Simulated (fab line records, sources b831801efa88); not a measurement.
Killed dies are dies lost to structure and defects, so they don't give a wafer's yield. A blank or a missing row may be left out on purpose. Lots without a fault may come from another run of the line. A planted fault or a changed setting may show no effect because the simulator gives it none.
fab line records | flow sky130
record lots=11 wafers=33 last_day=50
route steps=708 shown POLY_CUT@317 RES_XHIGH@340 SD_N@351 LI_CONTACT@375 PAD_OPEN@708
lots that met no fault: from a run of the same line without faults
start_h: hours from the record's first day to the start of the lot's first wafer shown | wait_h: hours since the lot's step before | " the same as in the row above | L1.1+2: a row that stands for several wafers | - no value, or no start given | * or withheld: withheld | < > ~ a bound
route shown NAME@n: a module of which the file shows steps, and the number in the route of the first | usual: mean/standard deviation of fault-free wafers | same: alike in all rows | chamber/n: place in a boat | sites: the reading at each site | _std_site: their standard deviation | _edge_site: outer sites' mean less inner sites' | radius_mm: how far each site lies from the wafer's centre | mask NAME#n: copy n | behind: the tool/chamber that last shaped the wafer | hold: why the lot was held/for how many hours/how that ended | device: the transistor (n, p or np) that didn't switch | end of line: the same wafers' tests at the end of the route | a step without rows: its recipe alone | killed: dies lost to structure and defects at the first sort, not the wafer's yield | map: a wafer's dies, x killed, . not, _ none there
set.NAME: the setting as run; set.NAME@STEP: as run at that earlier step | model.NAME: the simulator's own value behind a step, which no gauge read
steps of the route over a sample of lots; a table a step, a row a wafer
services: from which hour (start_h, from the record's first day; less than 0 if before it) a tool's chamber was out of use, for how many hours, and why
## steps
# step SKY_POLY_CUT_ETCH_10
# recipe chemistry=N2/H2 target=BARC ion_energy_ev=200 source_w=500 bias_w=100 pressure_mtorr=30 n2_flow_sccm=100 h2_flow_sccm=200 stop_on=SiO2 time_s=45.9 target_depth_a=600
# usual drypump_motor_current_A=5.9/0.49 oes_product_au=0.854/0.0049 throttle_valve_pct=13.225/0.0094
# same time_s=45.9
# columns lot.wafer tool chamber start_h wait_h drypump_motor_current_A oes_product_au rf_hours_counter_h throttle_valve_pct
L331.1 rie_diel-02 2 556.81 0.0 6.3 0.857 44 13.223
L331.2 " 0 " " 5.4 0.860 9 13.216
L331.4 " 3 " " 6.4 0.853 13 13.232
L334.2 rie_diel-02 2 578.19 0.0 6.3 0.848 44 13.219
L334.4 " 0 " " 5.4 0.852 9 13.226
L334.5 " 2 " " 6.3 0.846 - 13.222
L335.2 rie_diel-02 1 583.96 0.0 5.8 0.848 7 13.221
L335.3 " 2 " " 6.3 0.861 44 13.213
L335.6 " 2 " " 6.3 0.855 - 13.236
L336.1 rie_diel-01 0 611.99 0.0 5.5 0.857 6 13.232
L336.5 " 1 " " 5.7 0.850 - 13.220
L336.6 " 2 " " 6.3 0.859 - 13.232
L339.2 rie_diel-04 1 643.44 0.0 6.3 0.850 3 13.247
L339.4 " 0 " " 6.2 0.856 - 13.220
L339.5 " 3 " " 4.9 0.853 - 13.239
L342.1 rie_diel-02 3 654.66 0.0 6.4 0.856 15 13.233
L342.3 " 0 " " 5.5 0.848 11 13.224
L342.4 " 2 " " 6.3 0.857 46 13.230
L344.2 rie_diel-04 0 677.26 0.0 6.2 0.853 4 13.224
L344.5 " 2 " " 5.6 0.858 - 13.241
L344.6 " 3 " " 4.9 0.857 - 13.228
L345.2 rie_diel-01 0 695.36 0.0 5.5 0.855 8 13.217
L345.5 " 2 " " 6.3 0.851 - 13.224
L345.6 " 1 " " 5.7 0.860 - 13.232
L346.2 rie_diel-04 2 699.51 0.0 5.6 0.855 13 13.225
L346.3 " 3 " " 4.9 0.859 13 13.243
L346.4 " 0 " " 6.2 0.850 4 13.231
L351.1 rie_diel-02 0 717.96 0.0 5.4 0.862 12 13.233
L351.3 " 1 " " 5.9 0.850 10 13.221
L351.4 " 2 " " 6.3 0.846 48 13.221
L354.3 rie_diel-01 3 745.81 0.0 6.3 0.855 6 13.198
L354.5 " 3 " " 6.3 0.862 - 13.232
L354.6 " 2 " " 6.3 0.853 - 13.215
# step SKY_RES_XHIGH_STRIP_08
# recipe chemistry=O2/N2 power_w=1400 pressure_mtorr=1500 platen_temp_c=withheld o2_flow_sccm=3000 n2_flow_sccm=300 overash_fraction=0.5
# usual drypump_motor_current_A=5.4/0.38 oes_product_au=0.711/0.0048 strip_time_to_endpoint_s=14.27/0.041
# columns lot.wafer tool chamber start_h wait_h drypump_motor_current_A oes_product_au rf_hours_counter_h strip_time_to_endpoint_s
L331.1 plasma_asher-04 1 615.73 0.1 5.9 0.714 80 14.27
L331.2 " 0 " " 5.0 0.711 80 14.28
L331.4 " 0 " " 5.0 0.708 - 14.25
L334.2 plasma_asher-04 0 636.40 0.1 5.0 0.715 82 14.23
L334.4 " 1 " " 5.9 0.706 - 14.23
L334.5 " 1 " " 5.9 0.710 - 14.26
L335.2 plasma_asher-04 1 642.48 0.1 5.8 0.712 83 14.27
L335.3 " 1 " " 5.9 0.708 - 14.30
L335.6 " 0 " " 4.9 0.715 - 14.23
L336.1 plasma_asher-04 0 668.95 0.1 5.0 0.712 85 14.18
L336.5 " 0 " " 5.0 0.714 - 14.22
L336.6 " 1 " " 5.9 0.709 - 14.18
L339.2 plasma_asher-01 0 699.88 0.1 5.3 0.716 54 14.22
L339.4 " 1 " " 5.8 0.712 - 14.29
L339.5 " 1 " " 5.8 0.716 - 14.26
L342.1 plasma_asher-01 0 710.44 0.1 5.4 0.704 55 14.35
L342.3 " 0 " " 5.4 0.716 - 14.32
L342.4 " 1 " " 5.8 0.711 - 14.31
L344.2 plasma_asher-04 1 733.18 0.1 5.9 0.710 89 14.35
L344.5 " 1 " " 5.8 0.716 - 14.24
L344.6 " 0 " " 5.0 0.715 - 14.27
L345.2 plasma_asher-02 0 750.54 0.1 5.1 0.708 1 14.33
L345.5 " 0 " " 5.1 0.713 - 14.31
L345.6 " 1 " " 4.9 0.711 - 14.30
L346.2 plasma_asher-01 0 754.35 0.1 5.3 0.711 60 14.23
L346.3 " 0 " " 5.3 0.712 - 14.24
L346.4 " 1 " " 5.9 0.714 - 14.25
L351.1 plasma_asher-01 0 772.98 0.1 5.3 0.710 61 14.21
L351.3 " 1 " " 5.8 0.719 - 14.22
L351.4 " 0 " " 5.3 0.710 - 14.25
L354.3 plasma_asher-04 0 799.61 0.1 4.9 0.714 - 14.28
L354.5 " 0 " " 4.9 0.705 - 14.27
L354.6 " 1 " " 5.9 0.712 - 14.30
# step SKY_SD_N_IMPLANT_09
# recipe species=As energy_kev=50 dose_cm2=4e+15 tilt_deg=0
# usual dose_ions_cm2=3.999e+15/4.7e+12
# columns lot.wafer tool chamber start_h wait_h dose_ions_cm2
L331.1 implanter-03 0 645.59 0.0 4e+15
L331.2 " 0 " " 3.997e+15
L331.4 " 0 " " 3.991e+15
L334.2 implanter-03 0 664.71 0.0 4.004e+15
L334.4 " 0 " " 4.005e+15
L334.5 " 0 " " 4.006e+15
L335.2 implanter-03 0 671.21 0.0 3.992e+15
L335.3 " 0 " " 3.988e+15
L335.6 " 0 " " 4.001e+15
L336.1 implanter-03 0 696.39 0.0 3.995e+15
L336.5 " 0 " " 3.998e+15
L336.6 " 0 " " 4.004e+15
L339.2 implanter-04 0 727.51 0.0 4e+15
L339.4 " 0 " " 4.001e+15
L339.5 " 0 " " 3.997e+15
L342.1 implanter-01 0 737.61 0.0 3.997e+15
L342.3 " 0 " " 3.998e+15
L342.4 " 0 " " 3.997e+15
L344.2 implanter-01 0 761.00 0.0 2.998e+15
L344.5 " 0 " " 3.004e+15
L344.6 " 0 " " 2.994e+15
L345.2 implanter-01 0 776.82 0.0 2.99e+15
L345.5 " 0 " " 3.001e+15
L345.6 " 0 " " 3.001e+15
L346.2 implanter-03 0 781.51 0.0 3.997e+15
L346.3 " 0 " " 4e+15
L346.4 " 0 " " 3.992e+15
L351.1 implanter-04 0 799.89 0.0 4.003e+15
L351.3 " 0 " " 4.004e+15
L351.4 " 0 " " 4e+15
L354.3 implanter-03 0 825.81 0.1 4.002e+15
L354.5 " 0 " " 4.002e+15
L354.6 " 0 " " 4.003e+15
# step SKY_SD_N_STRIP_11
# recipe chemistry=O2/N2 power_w=1400 pressure_mtorr=1500 platen_temp_c=withheld o2_flow_sccm=3000 n2_flow_sccm=300 overash_fraction=0.5
# usual drypump_motor_current_A=5.5/0.37 oes_product_au=0.528/0.0049 strip_time_to_endpoint_s=22.56/0.037
# columns lot.wafer tool chamber start_h wait_h drypump_motor_current_A oes_product_au rf_hours_counter_h strip_time_to_endpoint_s
L331.1 plasma_asher-01 0 645.89 0.1 5.3 0.529 48 22.55
L331.2 " 1 " " 5.8 0.532 48 22.52
L331.4 " 0 " " 5.3 0.529 - 22.54
L334.2 plasma_asher-02 1 664.99 0.1 4.9 0.528 99 22.64
L334.4 " 1 " " 4.9 0.535 - 22.60
L334.5 " 0 " " 5.0 0.526 - 22.57
L335.2 plasma_asher-01 0 671.49 0.1 5.3 0.520 50 22.56
L335.3 " 0 " " 5.3 0.528 - 22.59
L335.6 " 1 " " 5.8 0.521 - 22.60
L336.1 plasma_asher-02 1 696.69 0.1 4.9 0.530 103 22.60
L336.5 " 0 " " 5.0 0.524 - 22.55
L336.6 " 1 " " 4.9 0.526 - 22.57
L339.2 plasma_asher-01 0 727.79 0.1 5.3 0.523 57 22.57
L339.4 " 0 " " 5.3 0.525 - 22.56
L339.5 " 0 " " 5.3 0.526 - 22.53
L342.1 plasma_asher-01 1 737.91 0.1 5.8 0.520 58 22.54
L342.3 " 0 " " 5.4 0.528 - 22.61
L342.4 " 1 " " 5.8 0.527 - 22.55
L344.2 plasma_asher-01 0 761.28 0.1 5.3 0.542 60 21.60
L344.5 " 0 " " 5.4 0.537 - 21.59
L344.6 " 1 " " 5.8 0.539 - 21.62
L345.2 plasma_asher-01 1 777.09 0.1 5.8 0.536 62 21.57
L345.5 " 0 " " 5.3 0.538 - 21.49
L345.6 " 1 " " 5.8 0.544 - 21.55
L346.2 plasma_asher-01 1 781.79 0.1 5.9 0.523 62 22.56
L346.3 " 0 " " 5.4 0.527 - 22.52
L346.4 " 1 " " 5.8 0.524 - 22.60
L351.1 plasma_asher-01 0 800.19 0.1 5.3 0.525 64 22.47
L351.3 " 0 " " 5.3 0.518 - 22.52
L351.4 " 1 " " 5.8 0.536 - 22.47
L354.3 plasma_asher-02 0 826.10 0.1 5.0 0.529 - 22.55
L354.5 " 1 " " 5.0 0.530 - 22.55
L354.6 " 0 " " 5.0 0.526 - 22.57
# step SKY_SD_N_RS_MEAS_16
# recipe thk_meas_gauge=four-point-probe
# usual SD_N_RS=68.56/0.1
# columns lot.wafer tool chamber start_h wait_h SD_N_RS[ohm/sq]
L331.1 film_metro-03 - 646.27 0.1 68.58
L331.2 " - " " 68.35
L331.4 " - " " 68.57
L334.2 film_metro-01 - 665.39 0.1 68.70
L334.4 " - " " 68.49
L334.5 " - " " 68.52
L335.2 film_metro-03 - 671.89 0.1 68.51
L335.3 " - " " 68.54
L335.6 " - " " 68.51
L336.1 film_metro-03 - 697.07 0.1 68.40
L336.5 " - " " 68.47
L336.6 " - " " 68.60
L339.2 film_metro-03 - 728.19 0.1 68.60
L339.4 " - " " 68.67
L339.5 " - " " 68.65
L342.1 film_metro-01 - 738.30 0.1 68.62
L342.3 " - " " 68.59
L342.4 " - " " 68.60
L344.2 film_metro-01 - 761.68 0.1 71.25
L344.5 " - " " 71.17
L344.6 " - " " 71.23
L345.2 film_metro-04 - 777.50 0.1 71.45
L345.5 " - " " 71.42
L345.6 " - " " 71.45
L346.2 film_metro-04 - 782.19 0.1 68.84
L346.3 " - " " 68.71
L346.4 " - " " 68.61
L351.1 film_metro-03 - 800.57 0.1 68.55
L351.3 " - " " 68.66
L351.4 " - " " 68.72
L354.3 film_metro-03 - 826.49 0.1 68.46
L354.5 " - " " 68.59
L354.6 " - " " 68.46
# step SKY_LI_CONTACT_OVL_MEAS_13
# usual LI_CONTACT_OVL=-2/5.1
# columns lot.wafer tool chamber start_h wait_h LI_CONTACT_OVL[nm]
L331.1 overlay-02 - 675.68 0.1 -5
L331.2 " - " " 1
L331.4 " - " " 0
L334.2 overlay-02 - 694.23 0.1 4
L334.4 " - " " 3
L334.5 " - " " -6
L335.2 overlay-01 - 700.83 0.1 -4
L335.3 " - " " 1
L335.6 " - " " 4
L336.1 overlay-02 - 725.32 0.1 -8
L336.5 " - " " -4
L336.6 " - " " -5
L339.2 overlay-02 - 756.08 0.1 -11
L339.4 " - " " -12
L339.5 " - " " -7
L342.1 overlay-02 - 766.27 0.1 2
L342.3 " - " " -6
L342.4 " - " " -2
L344.2 overlay-02 - 789.08 0.1 4
L344.5 " - " " 0
L344.6 " - " " -3
L345.2 overlay-02 - 810.16 0.1 1
L345.5 " - " " 3
L345.6 " - " " -1
L346.2 overlay-02 - 810.73 0.1 -5
L346.3 " - " " 2
L346.4 " - " " -7
L351.1 overlay-02 - 828.15 0.1 -8
L351.3 " - " " -2
L351.4 " - " " -7
L354.3 overlay-02 - 853.43 0.1 -2
L354.5 " - " " 0
L354.6 " - " " 2
# step SKY_PAD_OPEN_PROBE_99
# usual killed_at_M0_to_M3=43/6.5 killed_at_M4_up=3.1/1.8 killed_at_contacts=24/4.8 killed_at_front_end=15/4.7 killed_at_other=0.3/0.58 killed_dies=86/8.6 killed_open=47/6.7 killed_short=39/6.1
# same gross_dies=492 killed_at_back_side=0
# columns lot.wafer tool chamber start_h wait_h killed_at_M0_to_M3 killed_at_M4_up killed_at_contacts killed_at_front_end killed_at_other killed_dies killed_open killed_short
L334.2 prober-02 - 1085.94 0.1 48 4 27 21 0 100 62 38
L334.4 prober-02 - 1086.04 0.2 46 5 31 16 0 98 55 43
L334.5 prober-02 - 1086.09 0.2 46 1 29 24 0 100 59 41
L339.2 prober-02 - 1135.01 0.1 40 3 26 13 1 83 51 32
L339.4 prober-02 - 1135.11 0.2 52 3 36 12 0 103 62 41
L339.5 prober-02 - 1135.16 0.2 51 3 23 15 0 92 45 47
L342.1 prober-01 - 1137.43 0.1 50 1 23 13 0 87 35 52
L342.3 prober-01 - 1137.53 0.2 52 4 26 16 0 98 50 48
L342.4 prober-01 - 1137.58 0.2 36 4 17 19 1 77 46 31
L345.2 prober-01 - 1168.75 0.1 48 3 19 10 0 80 47 33
L345.5 prober-01 - 1168.90 0.2 61 2 26 9 0 98 53 45
L345.6 prober-01 - 1168.95 0.2 49 6 18 14 0 87 47 40
L346.2 prober-01 - 1169.98 0.1 55 0 18 14 0 87 49 38
L346.3 prober-01 - 1170.03 0.2 53 6 23 20 0 102 59 43
L346.4 prober-01 - 1170.08 0.2 35 3 35 13 0 86 50 36
# killed by level:class
L334.2 VIA1:geometric_particle:open=15 LI_CONTACT:geometric_particle:open=10 POLY_GATE:geometric_particle:open=8 VIA3:geometric_particle:open=7 CONTACT:geometric_particle:open=6 VIA2:geometric_particle:open=6 FIELD_ISO:geometric_particle:short=5 LOCAL_INTERCONNECT:geometric_particle:short=5
L334.4 CONTACT:geometric_particle:open=13 VIA3:geometric_particle:open=10 LI_CONTACT:geometric_particle:open=9 CONTACT:geometric_particle:short=7 POLY_GATE:geometric_particle:open=6 VIA1:geometric_particle:open=6 VIA2:geometric_particle:short=6 VIA1:geometric_particle:short=5
L334.5 CONTACT:geometric_particle:open=15 VIA1:geometric_particle:open=11 LI_CONTACT:geometric_particle:open=9 VIA1:geometric_particle:short=9 VIA3:geometric_particle:open=8 FIELD_ISO:geometric_particle:short=7 FIELD_ISO:geometric_particle:open=7 METAL2:geometric_particle:short=5
L339.2 CONTACT:geometric_particle:open=10 VIA1:geometric_particle:open=7 VIA2:geometric_particle:open=7 LI_CONTACT:geometric_particle:open=6 FIELD_ISO:geometric_particle:open=5 VIA3:geometric_particle:open=5 METAL2:geometric_particle:short=4 POLY_GATE:geometric_particle:open=3
L339.4 CONTACT:geometric_particle:open=15 VIA1:geometric_particle:open=12 VIA2:geometric_particle:open=11 LI_CONTACT:geometric_particle:open=8 VIA1:geometric_particle:short=6 LOCAL_INTERCONNECT:geometric_particle:short=5 CONTACT:geometric_particle:short=5 METAL2:geometric_particle:short=5
L339.5 METAL1:geometric_particle:short=10 METAL2:geometric_particle:short=10 CONTACT:geometric_particle:open=9 VIA3:geometric_particle:open=9 LOCAL_INTERCONNECT:geometric_particle:short=5 LI_CONTACT:geometric_particle:open=5 VIA1:geometric_particle:short=5 VIA2:geometric_particle:open=5
L342.1 VIA1:geometric_particle:open=11 CONTACT:geometric_particle:open=9 METAL2:geometric_particle:short=8 VIA1:geometric_particle:short=8 METAL3:geometric_particle:short=7 VIA3:geometric_particle:open=5 POLY_GATE:geometric_particle:short=4 SPACER:geometric_particle:short=4
L342.3 VIA1:geometric_particle:open=16 METAL2:geometric_particle:short=10 CONTACT:geometric_particle:open=9 LOCAL_INTERCONNECT:geometric_particle:short=7 FIELD_ISO:geometric_particle:short=4 LI_CONTACT:geometric_particle:open=4 METAL1:geometric_particle:short=4 VIA3:geometric_particle:open=4
L342.4 VIA1:geometric_particle:open=11 CONTACT:geometric_particle:open=10 POLY_GATE:geometric_particle:short=7 METAL2:geometric_particle:short=5 FIELD_ISO:geometric_particle:open=4 POLY_GATE:geometric_particle:open=4 METAL1:geometric_particle:short=4 VIA2:geometric_particle:open=4
L345.2 VIA1:geometric_particle:open=17 VIA2:geometric_particle:open=8 VIA1:geometric_particle:short=6 LI_CONTACT:geometric_particle:open=5 CONTACT:geometric_particle:short=5 VIA3:geometric_particle:open=5 CONTACT:geometric_particle:open=4 FIELD_ISO:geometric_particle:short=3
L345.5 VIA1:geometric_particle:open=17 CONTACT:geometric_particle:open=9 VIA2:geometric_particle:open=8 CONTACT:geometric_particle:short=6 VIA3:geometric_particle:open=6 LOCAL_INTERCONNECT:geometric_particle:short=5 METAL1:geometric_particle:short=5 METAL2:geometric_particle:short=5
L345.6 VIA1:geometric_particle:open=11 VIA1:geometric_particle:short=6 LI_CONTACT:geometric_particle:open=6 METAL1:geometric_particle:short=6 METAL2:geometric_particle:short=5 CONTACT:geometric_particle:open=4 POLY_GATE:geometric_particle:open=4 POLY_GATE:geometric_particle:short=4
L346.2 VIA1:geometric_particle:open=14 METAL2:geometric_particle:short=13 CONTACT:geometric_particle:open=10 VIA3:geometric_particle:open=8 METAL1:geometric_particle:short=5 POLY_GATE:geometric_particle:short=4 VIA2:geometric_particle:open=4 VIA3:geometric_particle:short=4
L346.3 CONTACT:geometric_particle:open=10 VIA1:geometric_particle:open=10 VIA2:geometric_particle:open=9 VIA1:geometric_particle:short=6 POLY_GATE:geometric_particle:open=5 LI_CONTACT:geometric_particle:open=5 METAL3:geometric_particle:short=5 METAL4:geometric_particle:short=5
L346.4 LI_CONTACT:geometric_particle:open=9 CONTACT:geometric_particle:open=9 VIA2:geometric_particle:open=8 LOCAL_INTERCONNECT:geometric_particle:short=7 VIA1:geometric_particle:open=7 VIA3:geometric_particle:open=6 FIELD_ISO:geometric_particle:short=4 LI_CONTACT:geometric_particle:short=4
## services
# columns tool chamber start_h hours kind
rie_diel-04 1 539.61 3.2 repair
rie_diel-04 0 548.08 6.6 repair
rie_diel-02 0 549.57 5.3 repair
rie_diel-04 1 588.34 5.0 repair
rie_diel-04 - 601.29 2.8 repair
rie_diel-02 2 608.21 9.2 repair
rie_diel-04 1 608.68 3.3 repair
plasma_asher-02 - 610.52 5.1 repair
rie_diel-01 1 618.33 8.0 repair
rie_diel-04 1 627.03 1.5 repair
rie_diel-02 0 628.06 16.6 repair
rie_diel-04 1 629.95 2.6 repair
plasma_asher-02 - 639.31 1.4 repair
rie_diel-04 2 642.05 9.8 repair
implanter-03 - 651.59 6.1 pm
implanter-03 - 660.09 3.6 repair
plasma_asher-04 - 677.54 28.1 pm
implanter-03 - 704.05 3.9 repair
plasma_asher-02 - 714.43 14.6 pm
plasma_asher-02 - 733.77 9.0 pm
plasma_asher-01 - 746.33 2.8 pm
plasma_asher-04 - 750.63 2.5 repair
implanter-03 - 799.53 3.8 pm
implanter-03 - 816.13 4.0 repair
## key
first_sign step=SKY_SD_N_IMPLANT_09 reading=dose_ions_cm2 direction=down sigmas=99+ usual=* struck=*
effect step=SKY_SD_N_STRIP_11 reading=strip_time_to_endpoint_s direction=down sigmas=27 usual=* struck=*
effect step=SKY_SD_N_RS_MEAS_16 reading=SD_N_RS direction=up sigmas=27 usual=68.56 struck=71.33
met_at SKY_SD_N_IMPLANT_09
struck_lots L344,L345
tester_left_out L344,L345
not_acting_at SKY_POLY_CUT_ETCH_10,SKY_RES_XHIGH_STRIP_08,SKY_LI_CONTACT_OVL_MEAS_13
onset_between 737.61 761.00
fault kind=process_parameter_drift tool=implanter-01 chamber=- onset_h=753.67 steps=SKY_SD_N_IMPLANT_09 channel=dose_cm2 offset=* shape=step end_h=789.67 acts_in=* stated=*
# tester_left_out: of these lots the tester's yield and bins aren't shown, on N5 and GAA mostly nor the transistor test; their killed dies are dies lost to structure and defects alone, not to doping, threshold or leakage, so they don't give the yield
